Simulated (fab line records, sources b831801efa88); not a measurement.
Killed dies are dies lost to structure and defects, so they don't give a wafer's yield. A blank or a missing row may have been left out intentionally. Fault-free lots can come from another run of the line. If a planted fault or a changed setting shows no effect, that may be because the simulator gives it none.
Which tool did it? -- flow gf180mcu -- 42 wafers from 14 lots sampled at 2 of the route's 602 steps

WHAT THE GAUGES READ, wafer by wafer
GF_SALICIDE_RS_MEAS_04: uses a four-point probe to measure.
lot,measured,on,SALICIDE_TIN_RS (ohm/sq)
L561,day 14 22:43,filmMetro-01,16.0 16.0 15.9
L562,day 15 13:56,filmMetro-01,16.3 16.1 16.2
L563,day 15 17:31,filmMetro-02,15.8 15.9 16.0
L565,day 16 17:03,filmMetro-02,16.7 16.6 16.7
L566,day 17 03:48,filmMetro-01,16.5 16.5 16.6
L567,day 17 08:57,filmMetro-01,16.6 16.7 16.6
L568,day 17 13:14,filmMetro-02,16.0 16.0 15.8
L569,day 18 03:27,filmMetro-02,16.1 16.5 16.0
L570,day 18 03:55,filmMetro-03,16.5 16.4 16.7
L573,day 19 09:22,filmMetro-03,15.7 15.8 15.9
L576,day 20 10:38,filmMetro-02,16.5 16.1 16.5
L577,day 20 15:41,filmMetro-02,16.5 16.4 16.4
L583,day 23 02:55,filmMetro-03,16.7 16.7 16.8
L584,day 23 15:53,filmMetro-03,16.1 16.2 15.9

GF_CONTACT_BOW_MEAS_05.
lot,measured,on,CONTACT_BOW (um)
L561,day 14 23:50,filmMetro-03,80 65 73
L562,day 15 15:11,filmMetro-01,72 55 60
L563,day 15 18:37,filmMetro-01,72 70 74
L565,day 16 18:10,filmMetro-01,70 68 66
L566,day 17 04:49,filmMetro-01,67 58 72
L567,day 17 10:04,filmMetro-01,75 63 71
L568,day 17 14:23,filmMetro-03,72 77 60
L569,day 18 04:34,filmMetro-01,71 70 60
L570,day 18 05:16,filmMetro-04,67 65 61
L573,day 19 10:38,filmMetro-04,70 66 54
L576,day 20 11:38,filmMetro-03,80 75 59
L577,day 20 16:41,filmMetro-03,60 63 82
L583,day 23 03:57,filmMetro-04,63 77 68
L584,day 23 16:53,filmMetro-03,67 62 65

EACH LOT AND THE TOOL THAT RAN IT (in order: tool; ch and the chambers of the sampled wafers; start)
There is no process step in the record ahead of these readings.

WHAT THE TOOLS THEMSELVES READ (means of the sampled wafers that have a number; where no wafer has one, the mark that the record gives instead)
The record holds no such reading with a usual standard deviation.

THE ANSWER, worked out from the rows above alone
Rule: usual is defined by the lots themselves. Put in order of their means at a reading, lots are off if they are a third of the lots or fewer, leave a main group of 4 or more, and stand apart from it by a gap of 3 or more times the standard deviation of the main group's means; of several such gaps the widest counts. If all means in a main group match to the digits the tables above print for the reading, that group is not used. Also off: a lot with no number at a reading for which 4 or more lots have one. Where the step has rows for the other lots, those lots are counted as sound. First the gauges in route order, then the tools' own readings, where a lot's mean is used as printed above. The first step at which some lot is off is used, and at that step the reading that is off furthest; a lot without a number counts as furthest.
No lot is off at any reading shown: from this, nothing can be told.

WHAT WAS PUT IN BY THE SIMULATOR
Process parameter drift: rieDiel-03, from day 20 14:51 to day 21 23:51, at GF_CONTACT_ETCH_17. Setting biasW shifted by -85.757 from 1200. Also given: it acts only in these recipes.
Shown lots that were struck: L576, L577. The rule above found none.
